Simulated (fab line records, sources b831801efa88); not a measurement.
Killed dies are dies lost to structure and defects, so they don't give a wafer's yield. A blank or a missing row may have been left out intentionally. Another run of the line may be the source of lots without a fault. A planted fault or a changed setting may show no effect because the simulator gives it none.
Which tool was responsible? -- flow sky130 -- at 1 step of a route of 708, 12 lots with 36 wafers sampled

== WHAT THE GAUGES SHOWED, per wafer ==
SKY_VIA2_RS_MEAS_22: measurement is done with a four-point probe.
lot,measured,on,VIA2_W_RS (ohm/sq)
L075,day 36 07:35,film-metro-02,0.271 0.275 0.270
L077,day 37 05:36,film-metro-01,0.277 0.271 0.272
L079,day 38 05:02,film-metro-01,0.276 0.277 0.277
L081,day 38 14:26,film-metro-01,0.277 0.267 0.278
L083,day 39 14:38,film-metro-01,0.276 0.278 0.274
L084,day 39 21:52,film-metro-04,0.268 0.262 0.266
L087,day 40 15:25,film-metro-01,0.269 0.275 0.268
L089,day 41 03:53,film-metro-04,0.267 0.273 0.266
L091,day 41 17:06,film-metro-04,0.279 0.278 0.278
L093,day 42 00:35,film-metro-04,0.273 0.270 0.273
L095,day 42 07:46,film-metro-02,0.278 0.274 0.270
L097,day 43 10:09,film-metro-01,0.268 0.265 0.270

== TOOL THAT RAN EACH LOT (tool first, then ch and the chambers of the sampled wafers, then the start) ==
No process step before these readings appears in the record.

== THE ANSWER, worked out from the rows above alone ==
Rule: the lots themselves supply what counts as usual. The widest of any qualifying gaps counts: lots, ordered by their means at a reading, are off when they make up no more than a third of the lots, leave a main group of 4 or more, and stand apart from it by 3 or more times the standard deviation of that group's means. A main group whose means are all the same, to the digits that the tables above print for the reading, isn't used. A lot without any number at a reading at which 4 lots or more have one is off too. Where the step has rows for the other lots, those lots are counted as sound.
No lot is off on any of the readings shown, so nothing can be concluded from this.

== WHAT WAS PUT IN BY THE SIMULATOR ==
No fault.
